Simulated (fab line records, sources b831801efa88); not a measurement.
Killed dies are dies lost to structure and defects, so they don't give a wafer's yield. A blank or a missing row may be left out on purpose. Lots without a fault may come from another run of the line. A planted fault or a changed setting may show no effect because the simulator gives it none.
Which tool did it? | flow gf180mcu | 16 lots, 48 wafers sampled, at 6 steps of a route of 602

WHAT THE GAUGES READ, wafer by wafer
GF_POLY_GATE_CD_MEAS_18. Usual: cd_nm 279.7 nm, standard deviation 1.9.
lot  | measured     | on        | cd_nm (nm)        | flag
L443 | day 9 09:41  | cd_sem-01 | 280.1 279.0 281.0 |
L444 | day 9 11:57  | cd_sem-01 | 281.0 278.8 277.1 |
L445 | day 9 20:06  | cd_sem-01 | 277.4 278.3 277.3 |
L447 | day 10 12:40 | cd_sem-02 | 281.6 282.0 284.5 |
L448 | day 10 19:45 | cd_sem-01 | 275.3 278.4 276.1 |
L450 | day 11 08:56 | cd_sem-02 | 279.0 279.6 278.5 |
L451 | day 11 16:03 | cd_sem-02 | 279.2 279.7 281.6 |
L453 | day 12 05:14 | cd_sem-02 | 280.8 281.7 277.3 |
L454 | day 12 10:55 | cd_sem-01 | 278.5 278.2 278.9 |
L455 | day 13 00:48 | cd_sem-02 | 279.7 280.4 281.8 |
L457 | day 13 10:54 | cd_sem-02 | 277.8 283.2 278.8 |
L458 | day 13 20:29 | cd_sem-01 | 278.6 278.3 278.1 |
L459 | day 14 01:33 | cd_sem-02 | 277.1 278.1 278.3 |
L460 | day 14 06:05 | cd_sem-02 | 277.7 278.3 281.7 |
L461 | day 14 12:59 | cd_sem-02 | 282.0 281.3 278.1 |
L462 | day 15 02:27 | cd_sem-02 | 278.4 279.3 278.2 |

GF_HV_LDD_THK_MEAS_57. Usual: HV_LDD_CVD_56_THK 90.1 nm, standard deviation 0.88.
lot  | measured     | on            | HV_LDD_CVD_56_THK (nm) | flag
L443 | day 12 16:49 | film_metro-03 | 89.6 89.6 89.6         |
L444 | day 12 18:22 | film_metro-04 | 90.0 90.3 91.0         |
L445 | day 13 03:29 | film_metro-03 | 89.9 88.6 89.4         |
L447 | day 13 22:08 | film_metro-03 | 89.6 88.8 89.2         |
L448 | day 14 04:34 | film_metro-02 | 89.3 88.9 90.0         |
L450 | day 14 23:37 | film_metro-04 | 89.9 89.8 90.5         |
L451 | day 15 09:35 | film_metro-02 | 90.4 90.1 90.1         |
L453 | day 15 20:14 | film_metro-02 | 89.2 90.0 90.2         |
L454 | day 16 01:36 | film_metro-02 | 91.2 91.5 90.9         |
L455 | day 16 18:20 | film_metro-04 | 92.0 90.9 91.7         |
L457 | day 17 05:59 | film_metro-04 | 91.3 90.8 90.9         |
L458 | day 17 14:30 | film_metro-02 | 91.5 90.5 90.8         |
L459 | day 17 21:44 | film_metro-04 | 88.6 88.9 88.9         |
L460 | day 18 02:25 | film_metro-04 | 90.5 90.3 90.6         |
L461 | day 18 09:56 | film_metro-02 | 90.3 90.9 90.5         |
L462 | day 19 02:19 | film_metro-04 | 89.7 89.8 89.8         |

GF_PSD_RS_MEAS_14: measures by four-point-probe. Usual: NSD_RS 46.11 ohm/sq, standard deviation 0.097.
lot  | measured     | on            | NSD_RS (ohm/sq)   | flag
L443 | day 14 10:17 | film_metro-02 | 46.35 46.25 46.27 |
L444 | day 14 11:11 | film_metro-01 | 46.14 45.95 46.03 |
L445 | day 14 21:44 | film_metro-02 | 46.19 46.21 46.19 |
L447 | day 15 17:13 | film_metro-01 | 46.02 46.13 45.99 |
L448 | day 16 00:06 | film_metro-01 | 46.02 46.12 46.10 |
L450 | day 16 20:57 | film_metro-02 | 46.33 46.10 46.17 |
L451 | day 17 07:01 | film_metro-02 | 46.14 46.09 46.24 |
L453 | day 17 18:11 | film_metro-03 | 46.07 46.05 46.07 |
L454 | day 18 01:08 | film_metro-03 | 46.31 46.19 46.18 |
L455 | day 18 17:35 | film_metro-01 | 46.08 46.09 46.08 |
L457 | day 19 06:51 | film_metro-01 | 46.08 46.19 46.18 |
L458 | day 19 14:52 | film_metro-01 | 45.91 46.01 45.95 |
L459 | day 19 23:10 | film_metro-01 | - - -             | OFF
L460 | day 20 04:46 | film_metro-03 | - - -             | OFF
L461 | day 20 11:25 | film_metro-01 | - - -             | OFF
L462 | day 21 04:41 | film_metro-01 | - - -             | OFF

GF_SAB_OVL_MEAS_10. Usual: SAB_OVL 0.5 nm, standard deviation 1.3.
lot  | measured     | on         | SAB_OVL (nm)   | flag
L443 | day 15 07:23 | overlay-01 | -0.2 1.1 1.4   |
L444 | day 15 08:08 | overlay-01 | 1.2 1.4 1.7    |
L445 | day 15 19:02 | overlay-02 | 1.5 0.0 0.3    |
L447 | day 16 15:50 | overlay-01 | 1.8 1.0 1.1    |
L448 | day 16 22:23 | overlay-02 | -1.0 1.4 -0.7  |
L450 | day 17 20:04 | overlay-02 | 2.8 -0.6 -0.1  |
L451 | day 18 06:14 | overlay-02 | -1.1 -0.2 -0.4 |
L453 | day 18 17:44 | overlay-02 | 1.4 1.8 1.1    |
L454 | day 19 01:29 | overlay-01 | 1.3 1.2 1.1    |
L455 | day 19 18:12 | overlay-01 | 0.5 -1.2 0.4   |
L457 | day 20 07:11 | overlay-02 | 1.3 1.6 1.3    |
L458 | day 20 15:21 | overlay-02 | 0.0 1.1 3.7    |
L459 | day 20 22:53 | overlay-01 | -0.9 0.7 0.7   |
L460 | day 21 05:08 | overlay-02 | 0.4 2.0 0.5    |
L461 | day 21 11:50 | overlay-01 | 3.5 3.1 3.2    |
L462 | day 22 04:32 | overlay-01 | -1.9 -0.9 -0.6 |

WHICH TOOL RAN EACH LOT (tool, then ch and the chambers of the sampled wafers, then the start)
lot  | GF_NSD_IMPLANT_09               | GF_NSD_STRIP_11
L443 | implanter-03 ch 0, day 13 13:10 | plasma_asher-03 ch 0,1, day 13 13:28
L444 | implanter-02 ch 0, day 13 14:13 | plasma_asher-01 ch 0,1, day 13 14:31
L445 | implanter-03 ch 0, day 13 23:52 | plasma_asher-02 ch 0,1, day 14 00:10
L447 | implanter-03 ch 0, day 14 19:40 | plasma_asher-02 ch 0,1, day 14 19:58
L448 | implanter-03 ch 0, day 15 02:05 | plasma_asher-01 ch 0,1, day 15 02:23
L450 | implanter-03 ch 0, day 15 21:23 | plasma_asher-01 ch 0,1, day 15 21:40
L451 | implanter-03 ch 0, day 16 07:37 | plasma_asher-01 ch 0,1, day 16 07:55
L453 | implanter-02 ch 0, day 16 18:22 | plasma_asher-02 ch 0,1, day 16 18:38
L454 | implanter-02 ch 0, day 17 00:56 | plasma_asher-02 ch 0,1, day 17 01:13
L455 | implanter-03 ch 0, day 17 17:12 | plasma_asher-01 ch 0, day 17 17:29
L457 | implanter-02 ch 0, day 18 05:38 | plasma_asher-02 ch 0,1, day 18 05:56
L458 | implanter-03 ch 0, day 18 13:46 | plasma_asher-03 ch 0,1, day 18 14:03
L459 | implanter-03 ch 0, day 18 22:01 | plasma_asher-02 ch 0,1, day 18 22:19
L460 | implanter-04 ch 0, day 19 03:14 | plasma_asher-03 ch 0,1, day 19 03:32
L461 | implanter-04 ch 0, day 19 10:05 | plasma_asher-01 ch 0,1, day 19 10:23
L462 | implanter-02 ch 0, day 20 03:29 | plasma_asher-03 ch 0,1, day 20 03:46
- GF_NSD_IMPLANT_09
- GF_NSD_STRIP_11: strips in O2/N2.

WHAT THE TOOLS THEMSELVES READ (means of the sampled wafers that have a number; where no wafer has one, the mark that the record gives instead)
GF_NSD_IMPLANT_09. Usual: dose_ions_cm2 4e+15, standard deviation 4.1e+12.
lot  | tool         | dose_ions_cm2 | flag
L443 | implanter-03 | 4e+15         |
L444 | implanter-02 | 4e+15         |
L445 | implanter-03 | 4e+15         |
L447 | implanter-03 | 4e+15         |
L448 | implanter-03 | 4e+15         |
L450 | implanter-03 | 4e+15         |
L451 | implanter-03 | 4e+15         |
L453 | implanter-02 | 4e+15         |
L454 | implanter-02 | 4e+15         |
L455 | implanter-03 | 4e+15         |
L457 | implanter-02 | 4e+15         |
L458 | implanter-03 | 4e+15         |
L459 | implanter-03 | 4e+15         |
L460 | implanter-04 | 4e+15         |
L461 | implanter-04 | 4e+15         |
L462 | implanter-02 | 4e+15         |

GF_NSD_STRIP_11. Usual: chamber_pressure_mTorr 1500.0 mTorr, standard deviation 1.4; drypump_motor_current_A 5.6 A, standard deviation 0.49; heater_power_w 330 W, standard deviation 30; oes_product_au 0.487 a.u., standard deviation 0.0047; strip_time_to_endpoint_s 22.96 s, standard deviation 0.033.
lot  | tool            | chamber_pressure_mTorr (mTorr) | drypump_motor_current_A (A) | heater_power_w (W) | oes_product_au (a.u.) | strip_time_to_endpoint_s (s) | flag
L443 | plasma_asher-03 | 1500.1                         | 5.4                         | 311                | 0.489                 | 22.95                        |
L444 | plasma_asher-01 | 1500.1                         | 5.7                         | 326                | 0.488                 | 22.95                        |
L445 | plasma_asher-02 | 1499.9                         | 5.3                         | 352                | 0.489                 | 22.99                        |
L447 | plasma_asher-02 | 1499.5                         | 5.3                         | 353                | 0.490                 | 23.01                        |
L448 | plasma_asher-01 | 1500.4                         | 6.1                         | 339                | 0.485                 | 22.97                        |
L450 | plasma_asher-01 | 1501.0                         | 6.1                         | 336                | 0.489                 | 22.97                        |
L451 | plasma_asher-01 | 1501.1                         | 5.8                         | 322                | 0.497                 | 22.95                        |
L453 | plasma_asher-02 | 1500.8                         | 5.5                         | 323                | 0.485                 | 22.94                        |
L454 | plasma_asher-02 | 1500.7                         | 5.3                         | 352                | 0.488                 | 22.88                        |
L455 | plasma_asher-01 | 1500.1                         | 6.4                         | 350                | 0.488                 | 22.97                        |
L457 | plasma_asher-02 | 1499.9                         | 5.5                         | 329                | 0.485                 | 22.96                        |
L458 | plasma_asher-03 | 1499.7                         | 5.4                         | 309                | 0.487                 | 22.95                        |
L459 | plasma_asher-02 | 1500.0                         | 5.4                         | 334                | 0.482                 | 23.73                        | OFF
L460 | plasma_asher-03 | 1500.7                         | 5.4                         | 313                | 0.477                 | 23.78                        | OFF
L461 | plasma_asher-01 | 1500.1                         | 6.1                         | 340                | 0.482                 | 23.72                        | OFF
L462 | plasma_asher-03 | 1500.0                         | 5.1                         | 306                | 0.482                 | 23.76                        | OFF

THE ANSWER, worked out from the rows above alone
Rule: a lot is off if the mean of its wafers that have a number lies more than 3 standard deviations from the usual mean. A lot without any number at a reading at which 4 lots or more have one is off too. The other lots that the step has rows for count as sound. The gauges are gone through in route order, then the tools' own readings, and for those a lot's mean is taken as printed above. The first step at which some lot is off is used, and at that step the reading that is off furthest; a lot without a number counts as furthest.
Off: L459, L460, L461, L462, at GF_PSD_RS_MEAS_14 (NSD_RS). Without a number there: L459, L460, L461, L462.
A tool fits if, at a process step before that reading, it ran every lot that is off, and no sound lot after the first of them. The gauges at GF_PSD_RS_MEAS_14 aren't tried: what is off there is off at GF_NSD_STRIP_11 too, on other tools, and a gauge's error can't cause that. None of those tried fits.

WHAT THE SIMULATOR HAD PUT IN
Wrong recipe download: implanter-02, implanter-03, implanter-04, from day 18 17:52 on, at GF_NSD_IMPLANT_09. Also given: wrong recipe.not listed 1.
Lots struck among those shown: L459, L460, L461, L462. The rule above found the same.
